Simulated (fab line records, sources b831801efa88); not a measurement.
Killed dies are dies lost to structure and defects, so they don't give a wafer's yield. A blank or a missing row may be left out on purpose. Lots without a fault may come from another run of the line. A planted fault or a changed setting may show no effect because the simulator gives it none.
Chamber matching | flow sky130 | SKY_VIA4_CMP_21 on cmp-02: 4 sister chambers
The step polishes, stops on SiO2, t overpolish 25 s, target thk 0 nm. 4 wafers are shown with their chamber, then 7 later ones without.

WAFERS WITH THEIR CHAMBER
wafer  | chamber | motor_current_A (A)
L122.2 | 1       | 11.5
L122.6 | 2       | 9.7
L123.2 | 3       | 12.6
L123.3 | 0       | 11.0

WAFERS WITHOUT THEIR CHAMBER
wafer  | motor_current_A (A)
L123.5 | 11.3
L126.1 | 10.5
L126.2 | 11.4
L126.5 | 9.4
L127.2 | 11.7
L127.4 | 11.1
L127.5 | 11.5

WHICH CHAMBER EACH WENT THROUGH
wafer  | from the rows above          | in truth
L123.5 | can't be placed: 1 or 0      | 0
L126.1 | can't be placed: 0 or 2 or 1 | 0
L126.2 | can't be placed: 1 or 0      | 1
L126.5 | 2                            | 2
L127.2 | can't be placed: 1 or 0      | 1
L127.4 | can't be placed: 0 or 1      | 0
L127.5 | can't be placed: 1 or 0      | 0
Placed correctly: 1 of 7. Can't be placed from these rows: 6 (the true chamber is among the candidates in 6). Placed wrongly: 0.
How it was worked out, from the rows above alone: a wafer's distance from a chamber is the root of the sum, over the readings, of the square of ((its reading less the chamber's mean) divided by the reading's scatter). The wafer belongs to the nearest chamber; if the next one is less than 2 further off, it can't be placed. A chamber's mean is the mean of its shown wafers. The scatter: with one shown wafer a chamber, the root of the mean of the squares of how far each hidden wafer lies from its nearest shown one.
